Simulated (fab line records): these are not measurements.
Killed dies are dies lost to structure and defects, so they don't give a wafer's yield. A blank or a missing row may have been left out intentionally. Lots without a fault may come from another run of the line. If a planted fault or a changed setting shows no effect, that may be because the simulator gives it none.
fab line records    flow sky130
record: lots: 12  wafers: 36  last-day: 50
route steps=708 shown METAL2@486 VIA4@657 PAD_OPEN@708
lots that met no fault: taken from a fault-free run of the same line
start-h: start of the lot's first displayed wafer, in hours after the record's first day    wait-h: hours since the lot's step before    " the same as in the row above    L1.1+2: one row covering several wafers at once    - no value, or no start was given    * or withheld: withheld    < > ~ a bound
route shown NAME@n: a module of which the file shows steps, and the number in the route of the first    usual: average and standard deviation across the fault-free wafers    same: alike in all rows    chamber/n: place in a boat    sites: each site's reading    _std_site: how widely they spread, as a standard deviation    _edge_site: mean of outer sites minus mean of inner sites    radius-mm: how far each site lies from the wafer's centre    mask NAME#n: copy n    behind: the tool/chamber that last shaped the wafer    hold: what put the lot on hold/how long, in hours/how the hold closed    device: which transistor (n, p or np) failed to switch    end of line: at the end of the route, the tests of the same wafers    a step given without rows: its recipe and nothing more    killed: dies that structure and defects cost at the first sort, which is not the same as the wafer's yield    map: a wafer's dies, x killed, . not, _ none there
set.NAME: the setting the step ran with; set.NAME@STEP: the setting that earlier step ran with    model.NAME: the simulator's own value behind a step, which no gauge read
route steps across a sampled set of lots; one table per step, one row per wafer
services: when a tool's chamber went out of use (start-h, in hours from the record's first day, below 0 if earlier), for how many hours, and the reason
== steps ==
step: SKY_METAL2_SPUTTER_03
recipe: material: Ti  target-thk-nm: 5  power-w: 3000  time-s: 3.3  chamber-pressure-pa: 0.4
usual: throttle-valve-pct: 30.0/1.4
lot.wafer  tool            chamber  start-h  wait-h  throttle-valve-pct
L906.1     pvd-sputter-02  -        777.32   0.0     29.1
L906.3     "               -        "        "       32.4
L906.5     "               -        "        "       28.6
L907.2     pvd-sputter-03  -        784.93   0.0     28.2
L907.5     "               -        "        "       28.1
L907.6     "               -        "        "       30.0
L908.1     pvd-sputter-02  -        801.21   0.0     32.4
L908.4     "               -        "        "       30.4
L908.5     "               -        "        "       30.2
L909.2     pvd-sputter-01  -        813.98   0.0     30.2
L909.4     "               -        "        "       31.3
L909.5     "               -        "        "       30.4
L910.1     pvd-sputter-03  -        823.09   0.0     32.5
L910.5     "               -        "        "       28.5
L910.6     "               -        "        "       32.2
L911.1     pvd-sputter-02  -        824.91   0.0     29.5
L911.3     "               -        "        "       30.6
L911.4     "               -        "        "       29.0
L913.1     pvd-sputter-01  -        846.94   0.0     31.5
L913.2     "               -        "        "       30.5
L913.5     "               -        "        "       30.3
L914.1     pvd-sputter-03  -        850.68   0.0     28.1
L914.2     "               -        "        "       32.2
L914.4     "               -        "        "       28.2
L915.3     pvd-sputter-01  -        858.03   0.0     29.8
L915.5     "               -        "        "       30.3
L915.6     "               -        "        "       30.2
L916.1     pvd-sputter-01  -        868.24   0.0     30.1
L916.2     "               -        "        "       30.4
L916.3     "               -        "        "       30.2
L922.3     pvd-sputter-01  -        911.59   0.0     30.0
L922.5     "               -        "        "       29.9
L922.6     "               -        "        "       30.0
L928.2     pvd-sputter-01  -        965.45   0.0     30.1
L928.3     "               -        "        "       31.2
L928.6     "               -        "        "       31.1
step: SKY_VIA4_CVD_18
recipe: material: W  target-thk-nm: 505  time-s: 152.14  temp-c: 400  pressure-torr: 40
usual: heater-power-w: 801/60
lot.wafer  tool      chamber  start-h  wait-h  heater-power-w
L906.1     cvd-w-02  1        988.75   0.0     773
L906.3     "         0        "        "       764
L906.5     "         1        "        "       805
L907.2     cvd-w-01  0        994.84   0.0     722
L907.5     "         1        "        "       913
L907.6     "         0        "        "       757
L908.1     cvd-w-02  0        1009.30  0.0     768
L908.4     "         0        "        "       758
L908.5     "         1        "        "       783
L909.2     cvd-w-02  1        1021.95  0.0     819
L909.4     "         1        "        "       799
L909.5     "         1        "        "       805
L910.1     cvd-w-01  0        1032.66  0.0     769
L910.5     "         0        "        "       756
L910.6     "         1        "        "       894
L911.1     cvd-w-01  1        1033.94  0.0     891
L911.3     "         1        "        "       917
L911.4     "         0        "        "       727
L913.1     cvd-w-01  0        1048.16  0.0     742
L913.2     "         1        "        "       907
L913.5     "         0        "        "       756
L914.1     cvd-w-01  0        1053.29  0.0     744
L914.2     "         1        "        "       899
L914.4     "         0        "        "       738
L915.3     cvd-w-02  0        1058.90  0.1     784
L915.5     "         0        "        "       758
L915.6     "         1        "        "       793
L916.1     cvd-w-02  0        1065.06  0.0     758
L916.2     "         1        "        "       801
L916.3     "         1        "        "       820
L922.3     cvd-w-02  1        1101.38  0.1     805
L922.5     "         1        "        "       787
L922.6     "         0        "        "       771
L928.2     cvd-w-02  1        1147.05  0.0     823
L928.3     "         0        "        "       775
L928.6     "         1        "        "       806
step: SKY_VIA4_THK_MEAS_20
recipe: thk-meas-gauge: xrf  reads: W_of_VIA4_CVD_18
usual: VIA4_W_THK: 479/7.5
lot.wafer  tool           chamber  start-h  wait-h  VIA4_W_THK[nm]
L906.1     film-metro-04  -        989.02   0.1     490
L906.3     "              -        "        "       490
L906.5     "              -        "        "       485
L907.2     film-metro-01  -        995.12   0.1     478
L907.5     "              -        "        "       473
L907.6     "              -        "        "       478
L908.1     film-metro-04  -        1009.57  0.1     472
L908.4     "              -        "        "       475
L908.5     "              -        "        "       472
L909.2     film-metro-01  -        1022.23  0.1     475
L909.4     "              -        "        "       471
L909.5     "              -        "        "       472
L910.1     film-metro-01  -        1032.93  0.1     467
L910.5     "              -        "        "       469
L910.6     "              -        "        "       468
L911.1     film-metro-04  -        1034.21  0.1     483
L911.3     "              -        "        "       475
L911.4     "              -        "        "       480
L913.1     film-metro-01  -        1048.43  0.1     474
L913.2     "              -        "        "       480
L913.5     "              -        "        "       470
L914.1     film-metro-02  -        1053.56  0.1     476
L914.2     "              -        "        "       482
L914.4     "              -        "        "       478
L915.3     film-metro-04  -        1059.14  0.1     486
L915.5     "              -        "        "       485
L915.6     "              -        "        "       487
L916.1     film-metro-02  -        1065.33  0.1     486
L916.2     "              -        "        "       483
L916.3     "              -        "        "       483
L922.3     film-metro-01  -        1101.62  0.1     473
L922.5     "              -        "        "       476
L922.6     "              -        "        "       466
L928.2     film-metro-01  -        1147.33  0.1     480
L928.3     "              -        "        "       479
L928.6     "              -        "        "       477
step: SKY_VIA4_CMP_21
recipe: stop-on: SiO2  t-overpolish-s: 25  down-force-psi: 3.5  platen-rpm: 60  target-thk-nm: 0  pad-velocity-m-s: 0.94248
usual: motor-current-A: 10.4/0.97  overpolish-run-s: 24.999/0.0084  slurry-filter-dp-kPa: 13.52/0.15  time-to-endpoint-s: 122/3.5
lot.wafer  tool    chamber  start-h  wait-h  motor-current-A  overpolish-run-s  slurry-filter-dp-kPa  time-to-endpoint-s
L906.1     cmp-01  0        989.35   0.3     10.2             25.010            13.66                 118
L906.3     "       1        "        "       9.4              25.004            13.49                 119
L906.5     "       3        "        "       10.1             24.992            13.26                 119
L907.2     cmp-01  3        995.17   0.0     9.4              24.990            13.73                 123
L907.6     "       3        "        "       10.3             25.004            13.73                 126
L907.5     "       0        "        "       9.7              25.001            13.59                 122
L908.4     cmp-02  3        1011.43  1.8     12.8             25.010            13.69                 121
L908.1     "       1        "        "       9.9              24.991            13.51                 122
L908.5     "       3        "        "       12.7             25.002            13.30                 119
L909.4     cmp-02  0        1022.28  0.0     10.8             24.984            13.46                 124
L909.2     "       1        "        "       9.4              24.994            13.48                 127
L909.5     "       0        "        "       11.4             25.008            13.60                 120
L910.1     cmp-01  0        1034.09  1.2     9.8              25.004            13.57                 117
L910.5     "       3        "        "       9.9              24.991            13.67                 121
L910.6     "       0        "        "       10.1             24.999            13.43                 119
L911.3     cmp-01  2        1034.64  0.4     11.7             24.996            13.60                 115
L911.1     "       0        "        "       9.7              25.000            13.55                 123
L911.4     "       1        "        "       9.5              25.016            13.37                 121
L913.2     cmp-02  1        1048.54  0.1     10.1             25.009            13.58                 124
L913.1     "       3        "        "       12.3             24.991            13.51                 122
L913.5     "       0        "        "       11.2             25.001            13.71                 124
L914.4     cmp-02  2        1053.62  0.0     10.0             24.992            13.52                 124
L914.1     "       0        "        "       11.6             24.993            13.26                 123
L914.2     "       1        "        "       10.2             24.994            13.66                 125
L915.3     cmp-01  1        1059.42  0.3     9.7              24.999            13.55                 124
L915.6     "       3        "        "       10.0             24.994            13.53                 126
L915.5     "       0        "        "       10.1             24.990            13.26                 120
L916.2     cmp-02  0        1065.63  0.3     11.8             25.000            13.44                 125
L916.3     "       1        "        "       9.8              24.992            13.57                 125
L916.1     "       3        "        "       12.7             24.994            13.42                 124
L922.3     cmp-01  3        1101.81  0.2     9.6              25.009            13.31                 120
L922.6     "       2        "        "       10.9             24.987            13.57                 118
L922.5     "       3        "        "       10.1             24.998            13.53                 120
L928.3     cmp-01  1        1147.47  0.1     9.3              25.000            13.43                 120
L928.2     "       3        "        "       9.7              25.006            13.58                 120
L928.6     "       1        "        "       9.6              24.993            13.53                 124
step: SKY_PAD_OPEN_PROBE_99
usual: defect-limited-yield: 82.6/2  killed_at_M0_to_M3: 43/7.3  killed_at_M4_up: 3.1/1.7  killed-at-contacts: 24/4.7  killed-at-front-end: 15/4.6  killed-at-other: 0.3/0.55  killed-dies: 86/9.7  killed-on-rim: 17/4  killed-open: 47/6.7  killed-short: 39/6.5  sort_bin_3_pad_short: 0.9/0.41  sort_bin_5_function: 10.3/1.5  sort_bin_6_memory: 6.2/1.1  sort-n-pass: 406/9.7  sort-yield-pct: 82.6/2
same: gross-dies: 492  killed-at-back-side: 0  sort_bin_4_leakage[%]: 0  sort_bin_8_speed[%]: 0
lot.wafer  tool       chamber  start-h  wait-h  hold                      defect-limited-yield[%]  killed_at_M0_to_M3  killed_at_M4_up  killed-at-contacts  killed-at-front-end  killed-at-other  killed-dies  killed-on-rim  killed-open  killed-short  sort_bin_3_pad_short[%]  sort_bin_5_function[%]  sort_bin_6_memory[%]  sort-n-pass  sort-yield-pct[%]
L906.1     prober-01  -        1059.56  0.1     -                         81.9                     42                  2                24                  21                   0                89           12             41           48            0.6                      11.2                    6.3                   403          81.9
L906.3     prober-01  -        1059.66  0.2     -                         80.5                     45                  3                27                  20                   1                96           20             50           46            1.2                      11.0                    7.3                   396          80.5
L906.5     prober-01  -        1059.76  0.2     -                         81.5                     53                  2                23                  13                   0                91           23             51           40            0.4                      12.4                    5.7                   401          81.5
L907.2     prober-01  -        1064.11  0.1     -                         81.7                     36                  7                26                  21                   0                90           20             40           50            1.4                      10.0                    6.9                   402          81.7
L907.5     prober-01  -        1064.26  0.2     -                         82.3                     42                  3                23                  18                   1                87           13             47           40            0.4                      12.4                    4.9                   405          82.3
L907.6     prober-01  -        1064.31  0.2     -                         81.9                     53                  4                11                  20                   1                89           15             49           40            1.2                      9.6                     7.3                   403          81.9
L908.1     prober-02  -        1077.76  0.1     -                         82.1                     36                  5                31                  16                   0                88           22             48           40            1.0                      10.4                    6.5                   404          82.1
L908.4     prober-02  -        1077.91  0.2     -                         82.1                     31                  4                27                  26                   0                88           19             55           33            1.0                      11.0                    5.9                   404          82.1
L908.5     prober-02  -        1077.96  0.2     -                         84.3                     39                  3                25                  9                    1                77           19             44           33            1.0                      11.0                    3.7                   415          84.3
L909.2     prober-01  -        1089.15  0.1     -                         77.0                     52                  3                35                  22                   1                113          26             69           44            1.6                      14.0                    7.3                   379          77.0
L909.4     prober-01  -        1089.25  0.2     -                         83.9                     37                  3                23                  16                   0                79           12             48           31            0.8                      10.8                    4.5                   413          83.9
L909.5     prober-01  -        1089.30  0.2     -                         82.5                     48                  1                21                  15                   1                86           9              50           36            0.8                      9.1                     7.5                   406          82.5
L910.1     prober-02  -        1099.37  0.1     -                         81.9                     40                  2                31                  16                   0                89           15             50           39            1.0                      9.8                     7.3                   403          81.9
L910.5     prober-02  -        1099.57  0.2     -                         83.7                     29                  4                28                  19                   0                80           11             43           37            0.8                      10.0                    5.5                   412          83.7
L910.6     prober-02  -        1099.62  0.2     -                         82.5                     39                  4                30                  13                   0                86           16             49           37            0.6                      10.6                    6.3                   406          82.5
L911.1     prober-02  -        1100.75  0.1     -                         80.3                     51                  2                25                  19                   0                97           17             49           48            1.6                      10.8                    7.3                   395          80.3
L911.3     prober-02  -        1100.85  0.2     -                         82.9                     34                  3                28                  19                   0                84           16             42           42            0.8                      11.6                    4.7                   408          82.9
L911.4     prober-02  -        1100.90  0.2     -                         85.0                     40                  2                18                  14                   0                74           13             39           35            0.8                      7.7                     6.5                   418          85.0
L913.1     prober-02  -        1112.02  0.1     -                         83.3                     42                  3                23                  13                   1                82           12             52           30            1.4                      9.3                     5.9                   410          83.3
L913.2     prober-02  -        1112.07  0.1     -                         77.6                     45                  5                21                  39                   0                110          24             58           52            1.2                      14.0                    7.1                   382          77.6
L913.5     prober-02  -        1112.22  0.2     -                         80.5                     54                  3                29                  10                   0                96           20             51           45            0.8                      12.2                    6.5                   396          80.5
L914.1     prober-01  -        1118.11  0.1     -                         81.7                     47                  4                24                  15                   0                90           16             44           46            1.0                      11.0                    6.3                   402          81.7
L914.2     prober-01  -        1118.16  0.1     -                         81.9                     47                  3                25                  14                   0                89           14             46           43            1.8                      10.0                    6.3                   403          81.9
L914.4     prober-01  -        1118.26  0.2     -                         84.6                     32                  4                25                  15                   0                76           11             37           39            0.8                      9.1                     5.5                   416          84.6
L915.3     prober-02  -        1123.75  0.2     -                         81.9                     48                  5                22                  14                   0                89           20             45           44            0.4                      12.4                    5.3                   403          81.9
L915.5     prober-02  -        1123.85  0.2     -                         85.4                     39                  2                14                  16                   1                72           13             45           27            0                        7.9                     6.7                   420          85.4
L915.6     prober-02  -        1123.90  0.2     -                         81.3                     48                  2                30                  12                   0                92           22             52           40            1.2                      11.2                    6.3                   400          81.3
L916.1     prober-01  -        1129.83  0.1     -                         80.5                     52                  4                24                  15                   1                96           20             53           43            0.8                      12.4                    6.3                   396          80.5
L916.2     prober-01  -        1129.88  0.1     -                         84.6                     38                  3                20                  15                   0                76           16             43           33            1.6                      10.4                    3.5                   416          84.6
L916.3     prober-01  -        1129.93  0.2     -                         80.7                     47                  2                27                  19                   0                95           16             54           41            1.2                      11.0                    7.1                   397          80.7
L922.3     prober-01  -        1160.44  0.2     await-dispo/4.0h/release  82.7                     49                  1                24                  11                   0                85           11             51           34            1.0                      11.0                    5.3                   407          82.7
L922.5     prober-01  -        1160.54  0.2     await-dispo/4.0h/release  83.5                     50                  2                19                  9                    1                81           18             48           33            0.6                      9.8                     6.1                   411          83.5
L922.6     prober-01  -        1160.59  0.2     await-dispo/4.0h/release  76.0                     84                  3                21                  10                   0                118          19             31           35            2.8                      15.0                    6.1                   374          76.0
L928.2     prober-01  -        1200.22  0.1     -                         83.5                     44                  0                20                  17                   0                81           14             50           31            0.8                      7.9                     7.7                   411          83.5
L928.3     prober-01  -        1200.27  0.2     -                         82.9                     38                  2                28                  15                   1                84           15             46           38            1.2                      8.9                     6.9                   408          82.9
L928.6     prober-01  -        1200.42  0.2     -                         82.3                     39                  2                26                  20                   0                87           14             36           51            1.2                      9.8                     6.7                   405          82.3
killed by level:class
L906.1 VIA2:geometric-particle:short=8 CONTACT:geometric-particle:open=8 LI_CONTACT:geometric-particle:open=7 CONTACT:geometric-particle:short=7 METAL2:geometric-particle:short=7 VIA1:geometric-particle:short=6 FIELD_ISO:geometric-particle:open=5 FIELD_ISO:geometric-particle:short=4
L906.3 CONTACT:geometric-particle:open=12 VIA1:geometric-particle:open=9 POLY_GATE:geometric-particle:short=8 METAL2:geometric-particle:short=7 LI_CONTACT:geometric-particle:open=6 METAL1:geometric-particle:short=6 VIA3:geometric-particle:open=6 POLY_GATE:geometric-particle:open=4
L906.5 VIA1:geometric-particle:open=11 CONTACT:geometric-particle:open=9 METAL2:geometric-particle:short=8 VIA2:geometric-particle:open=8 FIELD_ISO:geometric-particle:open=5 METAL1:geometric-particle:short=5 LI_CONTACT:geometric-particle:open=5 VIA1:geometric-particle:short=5
L907.2 FIELD_ISO:geometric-particle:short=8 CONTACT:geometric-particle:open=8 LI_CONTACT:geometric-particle:open=7 VIA1:geometric-particle:open=6 VIA3:geometric-particle:short=6 VIA2:geometric-particle:short=6 CONTACT:geometric-particle:short=5 FIELD_ISO:geometric-particle:open=4
L907.5 VIA2:geometric-particle:open=11 VIA1:geometric-particle:open=10 LOCAL_INTERCONNECT:geometric-particle:short=6 CONTACT:geometric-particle:short=6 CONTACT:geometric-particle:open=6 METAL2:geometric-particle:short=5 VIA3:geometric-particle:open=5 FIELD_ISO:geometric-particle:short=4
L907.6 VIA1:geometric-particle:open=11 CONTACT:geometric-particle:open=10 METAL1:geometric-particle:short=9 VIA3:geometric-particle:open=8 VIA2:geometric-particle:open=6 FIELD_ISO:geometric-particle:open=5 VIA3:geometric-particle:short=5 METAL2:geometric-particle:short=5
L908.1 LI_CONTACT:geometric-particle:open=12 VIA2:geometric-particle:open=7 VIA1:geometric-particle:open=7 CONTACT:geometric-particle:open=6 METAL1:geometric-particle:short=6 POLY_GATE:geometric-particle:open=5 LOCAL_INTERCONNECT:geometric-particle:short=5 LI_CONTACT:geometric-particle:short=4
L908.4 LI_CONTACT:geometric-particle:open=12 VIA1:geometric-particle:open=11 POLY_GATE:geometric-particle:open=6 CONTACT:geometric-particle:open=6 POLY_GATE:geometric-particle:short=5 VIA1:geometric-particle:short=5 VIA2:geometric-particle:open=5 FIELD_ISO:geometric-particle:open=4
L908.5 VIA1:geometric-particle:open=13 CONTACT:geometric-particle:short=9 VIA2:geometric-particle:open=8 CONTACT:geometric-particle:open=7 LI_CONTACT:geometric-particle:open=6 VIA1:geometric-particle:short=4 FIELD_ISO:geometric-particle:open=3 FIELD_ISO:geometric-particle:short=3
L909.2 CONTACT:geometric-particle:open=16 VIA2:geometric-particle:open=14 VIA1:geometric-particle:open=11 POLY_GATE:geometric-particle:open=7 LI_CONTACT:geometric-particle:open=7 CONTACT:geometric-particle:short=6 FIELD_ISO:geometric-particle:short=5 VIA1:geometric-particle:short=5
L909.4 VIA1:geometric-particle:open=11 VIA2:geometric-particle:open=10 CONTACT:geometric-particle:short=7 CONTACT:geometric-particle:open=7 POLY_GATE:geometric-particle:open=6 LI_CONTACT:geometric-particle:open=5 FIELD_ISO:geometric-particle:open=3 FIELD_ISO:geometric-particle:short=3
L909.5 VIA1:geometric-particle:open=14 CONTACT:geometric-particle:open=9 VIA2:geometric-particle:open=9 LI_CONTACT:geometric-particle:open=5 VIA1:geometric-particle:short=5 METAL2:geometric-particle:short=5 SPACER:geometric-particle:short=4 POLY_GATE:geometric-particle:open=3
L910.1 CONTACT:geometric-particle:open=11 VIA1:geometric-particle:open=8 LI_CONTACT:geometric-particle:open=7 VIA3:geometric-particle:open=7 LOCAL_INTERCONNECT:geometric-particle:short=6 POLY_GATE:geometric-particle:short=5 POLY_GATE:geometric-particle:open=5 VIA1:geometric-particle:short=5
L910.5 CONTACT:geometric-particle:open=11 METAL1:geometric-particle:short=9 VIA1:geometric-particle:open=8 LI_CONTACT:geometric-particle:open=7 CONTACT:geometric-particle:short=6 POLY_GATE:geometric-particle:open=5 FIELD_ISO:geometric-particle:open=4 POLY_GATE:geometric-particle:short=4
L910.6 CONTACT:geometric-particle:open=12 VIA1:geometric-particle:open=11 LI_CONTACT:geometric-particle:open=7 METAL2:geometric-particle:short=6 VIA3:geometric-particle:open=5 METAL3:geometric-particle:short=4 POLY_GATE:geometric-particle:short=4 LOCAL_INTERCONNECT:geometric-particle:short=4
L911.1 VIA1:geometric-particle:short=9 CONTACT:geometric-particle:open=9 VIA1:geometric-particle:open=9 METAL1:geometric-particle:short=8 VIA2:geometric-particle:open=8 FIELD_ISO:geometric-particle:open=7 LOCAL_INTERCONNECT:geometric-particle:short=5 CONTACT:geometric-particle:short=5
L911.3 CONTACT:geometric-particle:open=12 CONTACT:geometric-particle:short=8 VIA1:geometric-particle:open=8 FIELD_ISO:geometric-particle:short=6 VIA2:geometric-particle:open=6 VIA1:geometric-particle:short=6 LI_CONTACT:geometric-particle:open=5 METAL1:geometric-particle:short=4
L911.4 VIA1:geometric-particle:open=12 VIA2:geometric-particle:open=6 FIELD_ISO:geometric-particle:short=5 LOCAL_INTERCONNECT:geometric-particle:short=5 VIA1:geometric-particle:short=4 CONTACT:geometric-particle:open=4 VIA3:geometric-particle:short=4 METAL3:geometric-particle:short=4
L913.1 VIA1:geometric-particle:open=12 LI_CONTACT:geometric-particle:open=8 CONTACT:geometric-particle:open=8 METAL1:geometric-particle:short=5 VIA2:geometric-particle:open=5 FIELD_ISO:geometric-particle:open=4 VIA3:geometric-particle:short=4 METAL2:geometric-particle:short=4
L913.2 CONTACT:geometric-particle:open=11 VIA1:geometric-particle:open=11 FIELD_ISO:geometric-particle:short=10 VIA3:geometric-particle:open=10 POLY_GATE:geometric-particle:short=8 SPACER:geometric-particle:short=7 POLY_GATE:geometric-particle:open=6 FIELD_ISO:geometric-particle:open=5
L913.5 VIA1:geometric-particle:open=13 CONTACT:geometric-particle:short=12 VIA3:geometric-particle:open=10 CONTACT:geometric-particle:open=7 VIA2:geometric-particle:open=6 METAL2:geometric-particle:short=6 VIA1:geometric-particle:short=5 LI_CONTACT:geometric-particle:open=4
L914.1 CONTACT:geometric-particle:open=9 VIA1:geometric-particle:open=9 METAL1:geometric-particle:short=7 POLY_GATE:geometric-particle:open=5 VIA1:geometric-particle:short=5 VIA3:geometric-particle:short=5 VIA2:geometric-particle:short=5 LI_CONTACT:geometric-particle:short=4
L914.2 VIA1:geometric-particle:open=12 METAL1:geometric-particle:short=8 VIA2:geometric-particle:open=7 LI_CONTACT:geometric-particle:open=6 CONTACT:geometric-particle:short=6 LOCAL_INTERCONNECT:geometric-particle:short=5 CONTACT:geometric-particle:open=5 POLY_GATE:geometric-particle:open=4
L914.4 VIA1:geometric-particle:open=8 LI_CONTACT:geometric-particle:open=7 LOCAL_INTERCONNECT:geometric-particle:short=7 CONTACT:geometric-particle:open=6 METAL1:geometric-particle:short=6 FIELD_ISO:geometric-particle:short=4 METAL2:geometric-particle:short=4 VIA1:geometric-particle:short=4
L915.3 VIA1:geometric-particle:open=12 CONTACT:geometric-particle:open=7 VIA3:geometric-particle:open=7 VIA1:geometric-particle:short=6 LOCAL_INTERCONNECT:geometric-particle:short=6 METAL1:geometric-particle:short=6 LI_CONTACT:geometric-particle:open=5 METAL2:geometric-particle:short=5
L915.5 VIA1:geometric-particle:open=11 POLY_GATE:geometric-particle:open=5 LI_CONTACT:geometric-particle:open=5 VIA3:geometric-particle:open=5 CONTACT:geometric-particle:open=5 VIA2:geometric-particle:open=5 VIA2:geometric-particle:short=4 FIELD_ISO:geometric-particle:short=3
L915.6 VIA1:geometric-particle:open=20 LI_CONTACT:geometric-particle:open=9 METAL2:geometric-particle:short=9 CONTACT:geometric-particle:short=8 CONTACT:geometric-particle:open=7 VIA3:geometric-particle:open=5 FIELD_ISO:geometric-particle:short=3 POLY_GATE:geometric-particle:short=3
L916.1 VIA1:geometric-particle:open=13 CONTACT:geometric-particle:open=10 VIA3:geometric-particle:open=8 METAL2:geometric-particle:short=7 FIELD_ISO:geometric-particle:open=6 METAL1:geometric-particle:short=5 VIA3:geometric-particle:short=5 FIELD_ISO:geometric-particle:short=4
L916.2 VIA1:geometric-particle:open=10 FIELD_ISO:geometric-particle:short=6 CONTACT:geometric-particle:open=6 VIA2:geometric-particle:open=6 VIA3:geometric-particle:open=6 LOCAL_INTERCONNECT:geometric-particle:short=5 LI_CONTACT:geometric-particle:open=4 METAL1:geometric-particle:short=4
L916.3 VIA1:geometric-particle:open=12 CONTACT:geometric-particle:open=9 VIA2:geometric-particle:short=7 FIELD_ISO:geometric-particle:open=6 VIA2:geometric-particle:open=6 CONTACT:geometric-particle:short=6 FIELD_ISO:geometric-particle:short=5 LI_CONTACT:geometric-particle:open=5
L922.3 VIA3:geometric-particle:open=10 VIA1:geometric-particle:open=9 CONTACT:geometric-particle:open=8 VIA2:geometric-particle:open=7 LI_CONTACT:geometric-particle:open=6 VIA3:geometric-particle:short=6 METAL2:geometric-particle:short=5 FIELD_ISO:geometric-particle:open=4
L922.5 VIA1:geometric-particle:open=12 VIA2:geometric-particle:open=6 LI_CONTACT:geometric-particle:open=5 METAL1:geometric-particle:short=5 VIA2:geometric-particle:short=5 VIA3:geometric-particle:open=5 CONTACT:geometric-particle:short=4 CONTACT:geometric-particle:open=4
L922.6 METAL2:unspecified=52 CONTACT:geometric-particle:short=7 METAL1:geometric-particle:short=7 CONTACT:geometric-particle:open=6 VIA1:geometric-particle:open=6 LI_CONTACT:geometric-particle:open=5 FIELD_ISO:geometric-particle:short=4 POLY_GATE:geometric-particle:open=4
L928.2 VIA1:geometric-particle:open=16 VIA2:geometric-particle:open=8 CONTACT:geometric-particle:open=7 LI_CONTACT:geometric-particle:open=6 METAL1:geometric-particle:short=6 POLY_GATE:geometric-particle:short=5 POLY_GATE:geometric-particle:open=4 METAL2:geometric-particle:short=4
L928.3 CONTACT:geometric-particle:open=12 VIA1:geometric-particle:open=9 CONTACT:geometric-particle:short=8 LI_CONTACT:geometric-particle:open=7 VIA2:geometric-particle:open=6 FIELD_ISO:geometric-particle:short=5 METAL2:geometric-particle:short=5 POLY_GATE:geometric-particle:short=4
L928.6 METAL2:geometric-particle:short=11 VIA1:geometric-particle:open=9 POLY_GATE:geometric-particle:short=7 LOCAL_INTERCONNECT:geometric-particle:short=6 CONTACT:geometric-particle:open=6 LI_CONTACT:geometric-particle:open=5 VIA1:geometric-particle:short=5 FIELD_ISO:geometric-particle:short=4
== services ==
tool            chamber  start-h  hours  kind
cmp-01          -        772.04   1.5    repair
cvd-w-02        -        819.55   0.5    repair
cmp-02          -        821.57   5.7    pm
cmp-02          -        827.78   5.6    repair
cmp-02          -        833.09   1.8    repair
pvd-sputter-01  -        850.27   3.7    repair
cmp-02          -        856.40   9.6    pm
cvd-w-01        -        857.00   6.9    pm
cmp-01          -        888.45   1.7    repair
cmp-01          -        890.97   1.5    repair
pvd-sputter-01  -        903.36   0.8    repair
cvd-w-02        -        904.00   14.0   pm
cmp-01          -        904.37   2.8    repair
cmp-01          -        917.49   5.7    pm
cmp-01          -        957.31   2.5    repair
cmp-01          -        975.47   1.5    repair
cmp-01          -        1001.75  9.9    repair
cmp-01          -        1023.09  1.1    repair
cmp-01          -        1030.98  2.2    repair
cmp-01          -        1072.72  2.0    repair
cmp-01          -        1077.23  0.5    repair
cvd-w-02        -        1078.94  6.0    pm
cmp-01          -        1087.94  4.0    pm
pvd-sputter-01  -        1105.23  4.9    repair
== key ==
first-sign: step: SKY_PAD_OPEN_PROBE_99  reading: killed_at_M0_to_M3  direction: up  sigmas: 5.7  usual: 43  struck: 84
effect: step: SKY_PAD_OPEN_PROBE_99  reading: sort_bin_3_pad_short  direction: up  sigmas: 4.8  usual: 0.9  struck: 2.8
met-at SKY_METAL2_SPUTTER_03
struck-lots L922
struck-wafers L922.6
not-acting-at SKY_VIA4_CVD_18,SKY_VIA4_THK_MEAS_20,SKY_VIA4_CMP_21
onset-between 868.24 911.59
fault: kind: chamber-particle-source  tool: pvd-sputter-01  chamber: -  onset-h: 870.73  steps: SKY_METAL2_SPUTTER_03  rate-per-visit-cm2: 0.83869  end-h: 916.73  scope: struck-wafers-only
